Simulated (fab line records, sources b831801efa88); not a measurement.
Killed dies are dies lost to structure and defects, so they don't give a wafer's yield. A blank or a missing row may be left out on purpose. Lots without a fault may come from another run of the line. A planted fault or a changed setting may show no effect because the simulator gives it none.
fab line records | flow sfq_line
record lots=7 wafers=19 last_day=94
route steps=325 shown I2@107 M3@118 I3@133 M4@148 M8@325
lots that met no fault: from a run of the same line without faults
start_h: hours from the record's first day to the start of the lot's first wafer shown | wait_h: hours since the lot's step before | " the same as in the row above | L1.1+2: a row that stands for several wafers | - no value, or no start given | * or withheld: withheld | < > ~ a bound
route shown NAME@n: a module of which the file shows steps, and the number in the route of the first | usual: mean/standard deviation of fault-free wafers | same: alike in all rows | chamber/n: place in a boat | sites: the reading at each site | _std_site: their standard deviation | _edge_site: outer sites' mean less inner sites' | radius_mm: how far each site lies from the wafer's centre | mask NAME#n: copy n | behind: the tool/chamber that last shaped the wafer | hold: why the lot was held/for how many hours/how that ended | device: the transistor (n, p or np) that didn't switch | end of line: the same wafers' tests at the end of the route | a step without rows: its recipe alone | killed: dies lost to structure and defects at the first sort, not the wafer's yield | map: a wafer's dies, x killed, . not, _ none there
set.NAME: the setting as run; set.NAME@STEP: as run at that earlier step | model.NAME: the simulator's own value behind a step, which no gauge read
lots at some steps of the route; a table a step, a row a wafer
services: from which hour (start_h, from the record's first day; less than 0 if before it) a tool's chamber was out of use, for how many hours, and why
## steps
# step SFQ_TRILAYER_I2_VIA_LITHO_COAT_072
# recipe resist=BARC spin_rpm=3000 resist_thk_nm=62
# step SFQ_TRILAYER_I2_VIA_LITHO_COAT_067
# recipe resist=KrF spin_rpm=3000 resist_thk_nm=650
# step SFQ_TRILAYER_I2_VIA_LITHO_SOFTBAKE_071
# recipe temp_c=withheld time_s=withheld resist=KrF
# step SFQ_TRILAYER_I2_VIA_LITHO_EXPOSE_068
# recipe mask_id=I2 na=0.6 source_shape=conventional sigma_outer=0.65 target_cd_nm=500 dose_mj=21.3
# step SFQ_TRILAYER_I2_VIA_LITHO_PEB_070
# recipe peb_temp_c=115 peb_time_s=60 resist=KrF
# step SFQ_TRILAYER_I2_VIA_LITHO_DEVELOP_069
# recipe time_s=60 resist=KrF
# step SFQ_I2_OVL_MEAS_918
# usual I2_OVL=1/5.5
# columns lot.wafer tool chamber start_h wait_h I2_OVL[nm]
L122.2 overlay-02 - 677.58 0.1 -2
L122.3 " - " " 1
L122.4 " - " " 1
L127.4 overlay-02 - 747.28 0.1 4
L127.5 " - " " 8
L127.6 " - " " 3
L135.3 overlay-01 - 835.00 0.1 14
L135.4 " - " " 3
L136.3 overlay-01 - 859.12 0.1 -5
L136.4 " - " " -10
L136.6 " - " " -7
L138.3 overlay-01 - 868.86 0.1 5
L138.5 " - " " 5
L139.1 overlay-01 - 870.05 0.1 -2
L139.2 " - " " -2
L139.3 " - " " 1
L145.3 overlay-02 - 900.91 0.1 2
L145.5 " - " " 2
L145.6 " - " " -2
# step SFQ_TRILAYER_I2_VIA_BARC_OPEN_VIA_ETCH_096
# recipe mask_material=PR chemistry=O2 target_depth_nm=125 target=BARC source_w=500 bias_w=80 pressure_mtorr=30 time_s=41.7
# usual drypump_motor_current_A=5.6/0.39 oes_product_au=0.686/0.0047
# columns lot.wafer tool chamber start_h wait_h drypump_motor_current_A oes_product_au rf_hours_counter_h
L122.2 rie_diel-02 2 677.61 0.0 5.9 0.686 9
L122.3 " 3 " " 5.9 0.688 60
L122.4 " 0 " " 5.5 0.685 6
L127.4 rie_diel-03 3 747.30 0.0 5.0 0.689 49
L127.5 " 1 " " 5.8 0.692 -
L127.6 " 2 " " 5.7 0.681 -
L135.3 rie_diel-01 0 835.02 0.0 5.4 0.687 6
L135.4 " 3 " " 5.7 0.690 4
L136.3 rie_diel-03 2 859.15 0.0 5.7 0.681 7
L136.4 " 3 " " 5.0 0.683 0
L136.6 " 2 " " 5.7 0.687 -
L138.3 rie_diel-03 0 868.89 0.0 6.2 0.685 3
L138.5 " 0 " " 6.2 0.696 -
L139.1 rie_diel-01 3 870.09 0.0 5.6 0.684 5
L139.2 " 1 " " 5.2 0.683 4
L139.3 " 0 " " 5.4 0.687 6
L145.3 rie_diel-01 2 900.94 0.0 4.8 0.690 8
L145.5 " 1 " " 5.2 0.684 -
L145.6 " 2 " " 4.9 0.686 -
# step SFQ_TRILAYER_I2_VIA_ETCH_VIA_ETCH_070
# recipe target=SiO2 stop_on=Nb mask_material=PR taper_deg=20 chemistry=CHF3 target_depth_nm=260 source_w=500 bias_w=80 pressure_mtorr=30 time_s=withheld
# step SFQ_TRILAYER_I2_VIA_STRIP_STRIP_071
# recipe gas=O2 power_w=200 platen_temp_c=40 overash_fraction=0.65 chemistry=O2 pressure_mtorr=50
# step SFQ_TRILAYER_I2_VIA_STRIP_SOLV_CLEAN_072
# recipe chemistry=NMP temp_c=70 time_s=600
# step SFQ_TRILAYER_M3_DEP_PRE_CLEAN_074
# recipe gas=Ar time_s=22.5 bias_v=250
# step SFQ_TRILAYER_M3_DEP_SPUTTER_073
# recipe material=Nb base_pressure_pa=1.33e-06 chamber_pressure_pa=0.1333 substrate_temp_c=20 resputter_cathode_voltage_v=400 target_thk_nm=200 power_w=2000 time_s=133.3
# usual throttle_valve_pct=29.5/1.1
# columns lot.wafer tool chamber start_h wait_h throttle_valve_pct model.Nb_of_TRILAYER_M3_DEP_SPUTTER_073.thk_nm
L122.2 pvd_sputter-03 - 678.57 0.0 29.1 197.5
L122.3 " - " " 31.9 199.9
L122.4 " - " " 30.7 200
L127.4 pvd_sputter-06 - 748.45 0.0 29.8 197.3
L127.5 " - " " 30.3 197
L127.6 " - " " 29.7 195.3
L135.3 pvd_sputter-06 - 835.98 0.0 30.0 184.6
L135.4 " - " " 29.0 203.5
L136.3 pvd_sputter-06 - 860.12 0.0 29.7 183.7
L136.4 " - " " 29.8 203
L136.6 " - " " 30.3 202.5
L138.3 pvd_sputter-06 - 869.84 0.0 29.8 187.3
L138.5 " - " " 29.2 206.1
L139.1 pvd_sputter-05 - 871.04 0.0 28.5 199.5
L139.2 " - " " 29.4 199.3
L139.3 " - " " 27.5 195
L145.3 pvd_sputter-05 - 902.49 0.0 27.5 199.5
L145.5 " - " " 27.7 200.3
L145.6 " - " " 27.5 193.9
# step SFQ_M3_RS_MEAS_919
# recipe thk_meas_gauge=four-point-probe reads=Nb_of_TRILAYER_M3_DEP_SPUTTER_073
# usual M3_NB_RS=0.887/0.012
# columns lot.wafer tool chamber start_h wait_h M3_NB_RS[ohm/sq]
L122.2 film_metro-04 - 678.68 0.1 0.901
L122.3 " - " " 0.889
L122.4 " - " " 0.889
L127.4 film_metro-02 - 748.60 0.1 0.901
L127.5 " - " " 0.905
L127.6 " - " " 0.911
L135.3 film_metro-01 - 836.11 0.1 0.963
L135.4 " - " " 0.870
L136.3 film_metro-02 - 860.25 0.1 0.969
L136.4 " - " " 0.877
L136.6 " - " " 0.879
L138.3 film_metro-01 - 869.97 0.1 0.950
L138.5 " - " " 0.861
L139.1 film_metro-01 - 871.13 0.0 0.892
L139.2 " - " " 0.892
L139.3 " - " " 0.911
L145.3 film_metro-04 - 902.62 0.1 0.891
L145.5 " - " " 0.889
L145.6 " - " " 0.919
# step SFQ_TRILAYER_M3_LITHO_COAT_080
# recipe resist=BARC spin_rpm=3000 resist_thk_nm=62
# step SFQ_TRILAYER_M3_LITHO_COAT_075
# recipe resist=KrF spin_rpm=3000 resist_thk_nm=600
# step SFQ_TRILAYER_M3_LITHO_SOFTBAKE_079
# recipe temp_c=withheld time_s=withheld resist=KrF
# step SFQ_TRILAYER_M3_LITHO_EXPOSE_076
# recipe mask_id=M3 na=0.6 source_shape=conventional sigma_outer=0.65 target_cd_nm=500 dose_mj=14.4
# step SFQ_TRILAYER_M3_LITHO_PEB_078
# recipe peb_temp_c=115 peb_time_s=60 resist=KrF
# step SFQ_TRILAYER_M3_LITHO_DEVELOP_077
# recipe time_s=60 resist=KrF
# step SFQ_M3_OVL_MEAS_921
# usual M3_OVL=-4/6.4
# columns lot.wafer tool chamber start_h wait_h M3_OVL[nm]
L122.2 overlay-01 - 825.39 0.1 -12
L122.3 " - " " -10
L122.4 " - " " -10
L127.4 overlay-02 - 896.12 0.1 -9
L127.5 " - " " -11
L127.6 " - " " -11
L135.3 overlay-01 - 964.20 0.1 -14
L135.4 " - " " -18
L136.3 overlay-02 - 989.21 0.1 4
L136.4 " - " " -1
L136.6 " - " " 2
L138.3 overlay-02 - 1003.61 0.1 1
L138.5 " - " " -4
L139.1 overlay-01 - 1006.00 0.1 -6
L139.2 " - " " -1
L139.3 " - " " -3
L145.3 overlay-01 - 1046.93 0.1 -7
L145.5 " - " " -6
L145.6 " - " " -3
# step SFQ_TRILAYER_M3_BARC_OPEN_METAL_ETCH_100
# recipe mask_material=PR chemistry=O2 target_depth_nm=125 target=BARC icp_w=600 bias_w=80 pressure_mtorr=10 time_s=41.7
# step SFQ_TRILAYER_M3_ETCH_METAL_ETCH_078
# recipe target=Nb stop_on=SiO2 mask_material=PR chemistry=Cl2/Ar target_depth_nm=240 icp_w=600 bias_w=80 pressure_mtorr=10 time_s=120
# usual drypump_motor_current_A=5.8/0.46 oes_product_au=0.896/0.0083
# columns lot.wafer tool chamber start_h wait_h drypump_motor_current_A oes_product_au rf_hours_counter_h
L122.2 rie_metal-02 0 825.48 0.0 6.3 0.888 107
L122.3 " 0 " " 6.3 0.897 -
L122.4 " 1 " " 5.9 0.891 -
L127.4 rie_metal-02 1 896.26 0.1 5.8 0.893 -
L127.5 " 1 " " 5.9 0.890 -
L127.6 " 0 " " 6.3 0.883 -
L135.3 rie_metal-04 0 964.32 0.1 6.2 0.861 -
L135.4 " 1 " " 5.7 0.905 -
L136.3 rie_metal-01 0 989.33 0.1 5.0 0.853 -
L136.4 " 1 " " 5.6 0.901 -
L136.6 " 1 " " 5.6 0.904 -
L138.3 rie_metal-02 0 1003.83 0.1 6.3 0.862 -
L138.5 " 0 " " 6.3 0.908 -
L139.1 rie_metal-01 1 1006.09 0.0 5.6 0.886 128
L139.2 " 0 " " 5.0 0.895 39
L139.3 " 0 " " 5.0 0.887 -
L145.3 rie_metal-01 0 1047.06 0.1 5.0 0.893 -
L145.5 " 0 " " 5.0 0.901 -
L145.6 " 1 " " 5.6 0.873 -
# step SFQ_TRILAYER_M3_STRIP_STRIP_079
# recipe gas=O2 power_w=200 platen_temp_c=40 overash_fraction=0.65 chemistry=O2 pressure_mtorr=50
# step SFQ_TRILAYER_M3_STRIP_SOLV_CLEAN_080
# recipe chemistry=NMP temp_c=70 time_s=600
# step SFQ_TRILAYER_I3_DEP_PECVD_081
# recipe material=SiO2 temp_c=150 time_s=111.11 pressure_torr=2.4 rf_w=183.3 precursor=SiH4/N2O target_thk_nm=500
# usual heater_power_w=90/11 throttle_valve_pct=24.6/1.4
# columns lot.wafer tool chamber start_h wait_h heater_power_w since_wet_clean_h throttle_valve_pct
L122.2 pecvd-02 1 826.38 0.0 96 249 23.2
L122.3 " 0 " " 100 249 22.9
L122.4 " 1 " " 98 - 23.1
L127.4 pecvd-03 0 897.17 0.0 99 - 28.0
L127.5 " 2 " " 79 - 25.3
L127.6 " 1 " " 89 - 25.5
L135.3 pecvd-02 2 965.18 0.0 102 387 25.1
L135.4 " 2 " " 103 - 25.5
L136.3 pecvd-02 2 990.19 0.0 94 412 25.5
L136.4 " 1 " " 84 - 23.4
L136.6 " 0 " " 103 - 23.3
L138.3 pecvd-02 0 1005.38 0.0 89 428 23.1
L138.5 " 2 " " 97 - 25.7
L139.1 pecvd-02 0 1006.99 0.0 96 429 23.4
L139.2 " 2 " " 100 429 25.5
L139.3 " 1 " " 102 429 23.5
L145.3 pecvd-01 2 1047.92 0.0 74 840 24.4
L145.5 " 1 " " 81 - 24.6
L145.6 " 0 " " 82 - 23.8
# step SFQ_TRILAYER_I3_CMP_CMP_082
# recipe material=SiO2 down_force_psi=3 platen_rpm=60 pad_velocity_m_s=0.94248
# step SFQ_I3_BOW_MEAS_922
# recipe mode=bow
# usual I3_BOW=4/9.1
# columns lot.wafer tool chamber start_h wait_h I3_BOW[um]
L122.2 film_metro-01 - 829.48 1.0 1
L122.3 " - " " 8
L122.4 " - " " -3
L127.4 film_metro-03 - 905.62 1.1 11
L127.5 " - " " 12
L127.6 " - " " 16
L135.3 film_metro-02 - 980.82 1.5 2
L135.4 " - " " -10
L136.3 film_metro-02 - 1001.82 2.5 21
L136.4 " - " " 14
L136.6 " - " " 17
L138.3 film_metro-02 - 1018.14 2.5 -7
L138.5 " - " " -9
L139.1 film_metro-02 - 1022.78 2.5 14
L139.2 " - " " 4
L139.3 " - " " 8
L145.3 film_metro-02 - 1058.82 1.0 4
L145.5 " - " " 3
L145.6 " - " " -1
# step SFQ_TRILAYER_I3_METRO_MEASURE_083
# step SFQ_TRILAYER_I3_VIA_LITHO_COAT_090
# recipe resist=BARC spin_rpm=3000 resist_thk_nm=62
# step SFQ_TRILAYER_I3_VIA_LITHO_COAT_085
# recipe resist=KrF spin_rpm=3000 resist_thk_nm=650
# step SFQ_TRILAYER_I3_VIA_LITHO_SOFTBAKE_089
# recipe temp_c=withheld time_s=withheld resist=KrF
# step SFQ_TRILAYER_I3_VIA_LITHO_EXPOSE_086
# recipe mask_id=I3 na=0.6 source_shape=conventional sigma_outer=0.65 target_cd_nm=500 dose_mj=21.3
# step SFQ_TRILAYER_I3_VIA_LITHO_PEB_088
# recipe peb_temp_c=115 peb_time_s=60 resist=KrF
# step SFQ_TRILAYER_I3_VIA_LITHO_DEVELOP_087
# recipe time_s=60 resist=KrF
# step SFQ_I3_OVL_MEAS_923
# usual I3_OVL=0/5.5
# columns lot.wafer tool chamber start_h wait_h I3_OVL[nm]
L122.2 overlay-02 - 959.63 0.1 0
L122.3 " - " " 5
L122.4 " - " " 2
L127.4 overlay-01 - 1049.34 0.1 -4
L127.5 " - " " 3
L127.6 " - " " 0
L135.3 overlay-02 - 1121.81 0.1 -12
L135.4 " - " " -5
L136.3 overlay-01 - 1141.13 0.1 2
L136.4 " - " " 1
L136.6 " - " " -5
L138.3 overlay-02 - 1155.53 0.1 4
L138.5 " - " " 4
L139.1 overlay-01 - 1159.12 0.1 8
L139.2 " - " " 10
L139.3 " - " " 7
L145.3 overlay-01 - 1201.13 0.1 8
L145.5 " - " " 10
L145.6 " - " " -3
# step SFQ_TRILAYER_I3_VIA_BARC_OPEN_VIA_ETCH_121
# recipe mask_material=PR chemistry=O2 target_depth_nm=125 target=BARC source_w=500 bias_w=80 pressure_mtorr=30 time_s=41.7
# usual drypump_motor_current_A=5.6/0.45 oes_product_au=0.685/0.0046
# columns lot.wafer tool chamber start_h wait_h drypump_motor_current_A oes_product_au rf_hours_counter_h
L122.2 rie_diel-04 0 959.66 0.0 5.0 0.687 22
L122.3 " 3 " " 6.3 0.679 0
L122.4 " 2 " " 5.5 0.693 5
L127.4 rie_diel-01 3 1049.36 0.0 5.6 0.685 7
L127.5 " 2 " " 4.8 0.682 -
L127.6 " 3 " " 5.6 0.691 -
L135.3 rie_diel-04 2 1121.83 0.0 5.5 0.683 8
L135.4 " 3 " " 6.3 0.679 2
L136.3 rie_diel-03 1 1141.16 0.0 5.8 0.682 7
L136.4 " 0 " " 6.2 0.678 6
L136.6 " 0 " " 6.2 0.687 -
L138.3 rie_diel-04 0 1155.56 0.0 5.0 0.681 2
L138.5 " 0 " " 5.0 0.686 -
L139.1 rie_diel-04 3 1159.16 0.0 6.3 0.693 3
L139.2 " 0 " " 5.0 0.680 2
L139.3 " 1 " " 5.6 0.690 4
L145.3 rie_diel-03 3 1201.16 0.0 5.0 0.682 5
L145.5 " 0 " " 6.2 0.677 -
L145.6 " 1 " " 5.8 0.684 -
# step SFQ_TRILAYER_I3_VIA_ETCH_VIA_ETCH_088
# recipe target=SiO2 stop_on=Nb mask_material=PR taper_deg=20 chemistry=CHF3 target_depth_nm=260 source_w=500 bias_w=80 pressure_mtorr=30 time_s=withheld
# usual drypump_motor_current_A=5.6/0.45 oes_product_au=0.852/0.0053
# columns lot.wafer tool chamber start_h wait_h drypump_motor_current_A oes_product_au
L122.2 rie_diel-04 0 959.70 0.0 5.0 0.851
L122.3 " 3 " " 6.3 0.858
L122.4 " 2 " " 5.5 0.857
L127.4 rie_diel-01 3 1049.40 0.0 5.6 0.854
L127.5 " 2 " " 4.8 0.845
L127.6 " 3 " " 5.7 0.857
L135.3 rie_diel-04 2 1121.87 0.0 5.5 0.851
L135.4 " 3 " " 6.3 0.860
L136.3 rie_diel-03 1 1141.20 0.0 5.8 0.853
L136.4 " 0 " " 6.2 0.854
L136.6 " 0 " " 6.2 0.855
L138.3 rie_diel-04 0 1155.60 0.0 5.0 0.854
L138.5 " 0 " " 5.0 0.849
L139.1 rie_diel-04 3 1159.20 0.0 6.3 0.850
L139.2 " 0 " " 5.0 0.853
L139.3 " 1 " " 5.6 0.850
L145.3 rie_diel-03 3 1201.20 0.0 5.0 0.841
L145.5 " 0 " " 6.2 0.851
L145.6 " 1 " " 5.8 0.850
# step SFQ_TRILAYER_I3_VIA_STRIP_STRIP_089
# recipe gas=O2 power_w=200 platen_temp_c=40 overash_fraction=0.65 chemistry=O2 pressure_mtorr=50
# usual drypump_motor_current_A=5.9/0.48 oes_product_au=1.004/0.016
# columns lot.wafer tool chamber start_h wait_h drypump_motor_current_A oes_product_au rf_hours_counter_h
L122.2 rie_metal-03 0 959.81 - 5.1 1.003 135
L122.3 " 1 " " 6.5 1.015 -
L122.4 " 0 " " 5.0 1.008 -
L127.4 rie_metal-04 0 1049.71 - 6.2 0.994 -
L127.5 " 0 " " 6.2 1.003 -
L127.6 " 1 " " 5.7 1.036 -
L135.3 rie_metal-04 0 1122.18 - 6.1 0.996 -
L135.4 " 1 " " 5.7 1.024 -
L136.3 rie_metal-04 1 1141.51 - 5.7 1.033 -
L136.4 " 0 " " 6.2 0.987 -
L136.6 " 0 " " 6.2 0.993 -
L138.3 rie_metal-04 1 1155.91 - 5.6 1.031 -
L138.5 " 1 " " 5.7 1.027 -
L139.1 rie_metal-03 0 1159.31 - 5.1 0.970 10
L139.2 " 1 " " 6.6 1.006 33
L139.3 " 0 " " 5.1 0.971 -
L145.3 rie_metal-03 1 1201.51 - 6.5 1.015 -
L145.5 " 0 " " 5.1 0.981 -
L145.6 " 1 " " 6.5 1.003 -
# step SFQ_TRILAYER_I3_VIA_STRIP_SOLV_CLEAN_090
# recipe chemistry=NMP temp_c=70 time_s=600
# step SFQ_TRILAYER_M4_DEP_PRE_CLEAN_092
# recipe gas=Ar time_s=22.5 bias_v=250
# step SFQ_M8_BOW_MEAS_951
# recipe mode=bow
# usual M8_BOW=9/11
# columns lot.wafer tool chamber start_h wait_h M8_BOW[um] model.etest.m3.ohm_um model.etest.i2.link_ohm model.etest.m3.ohm_sq model.etest.i3.link_ohm
L122.2 film_metro-03 - 2044.46 0.0 -2 1.786 1.971 0.9013 1.967
L122.3 " - " " 7 1.767 1.97 0.8903 1.979
L122.4 " - " " -6 1.783 1.967 0.8901 1.946
L127.4 film_metro-04 - 2057.83 0.1 21 1.809 1.981 0.9022 2.004
L127.5 " - " " 22 1.81 1.957 0.9036 1.98
L127.6 " - " " 25 1.812 1.989 0.9114 2.003
L135.3 film_metro-03 - 2094.92 0.0 8 1.928 2.052 0.964 2.06
L135.4 " - " " -3 1.762 1.951 0.8748 1.968
L136.3 film_metro-01 - 2171.34 0.0 31 1.937 2.061 0.9689 2.024
L136.4 " - " " 24 1.748 1.94 0.8766 1.951
L136.6 " - " " 26 1.761 1.947 0.8792 1.938
L138.3 film_metro-03 - 2180.94 0.0 -11 1.881 2.038 0.9505 2.013
L138.5 " - " " -12 1.71 1.912 0.8638 1.935
L139.1 film_metro-01 - 2185.83 0.0 29 1.78 1.967 0.8923 1.956
L139.2 " - " " 20 1.782 1.989 0.893 1.969
L139.3 " - " " 25 1.826 2 0.9127 1.97
L145.3 film_metro-01 - 2256.79 0.0 6 1.796 1.971 0.8923 1.96
L145.5 " - " " 4 1.79 1.968 0.8884 1.96
L145.6 " - " " 0 1.848 1.987 0.918 1.997
## services
# columns tool chamber start_h hours kind
rie_diel-03 1 678.73 18.5 repair
rie_diel-01 1 687.34 7.4 repair
rie_diel-04 2 698.05 11.8 repair
rie_diel-04 1 698.42 7.3 repair
rie_diel-03 2 720.46 7.9 repair
rie_diel-04 0 747.74 2.2 repair
rie_diel-03 0 776.78 4.8 repair
rie_diel-04 - 805.65 1.7 repair
rie_diel-01 - 820.23 0.8 repair
rie_diel-04 0 832.29 2.9 repair
rie_diel-04 2 852.61 2.4 repair
rie_diel-04 3 857.43 3.9 repair
rie_diel-03 2 903.31 3.2 repair
rie_diel-03 3 961.02 13.5 repair
rie_diel-04 - 964.58 2.8 pm
rie_diel-04 3 977.23 6.2 repair
rie_diel-04 0 978.36 6.9 repair
rie_diel-04 3 999.10 2.4 repair
rie_diel-04 1 1020.29 8.2 repair
rie_diel-03 - 1053.45 2.8 pm
rie_diel-03 0 1057.02 7.0 repair
rie_diel-03 - 1077.99 14.6 pm
rie_diel-03 1 1105.31 1.3 repair
rie_diel-04 3 1168.19 13.5 repair
## key
first_sign step=SFQ_M3_RS_MEAS_919 reading=M3_NB_RS direction=up sigmas=6 usual=0.887 struck=0.961
effect step=SFQ_TRILAYER_M3_ETCH_METAL_ETCH_078 reading=oes_product_au direction=down sigmas=4.5 usual=0.896 struck=0.859
model_effect step=SFQ_TRILAYER_M3_DEP_SPUTTER_073 value=Nb_of_TRILAYER_M3_DEP_SPUTTER_073.thk_nm without=201.6 struck=185.2
model_effect step=SFQ_M8_BOW_MEAS_951 value=etest.m3.ohm_um without=1.759 struck=1.915
met_at SFQ_TRILAYER_M3_DEP_SPUTTER_073
struck_wafers L135.3,L136.3,L138.3
onset_between 748.45 835.98
fault kind=process_parameter_drift tool=pvd_sputter-06 chamber=- onset_h=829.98 steps=SFQ_TRILAYER_M3_DEP_SPUTTER_073 channel=time_s offset=* shape=step end_h=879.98 scope=struck_wafers_only acts_in=* stated=*
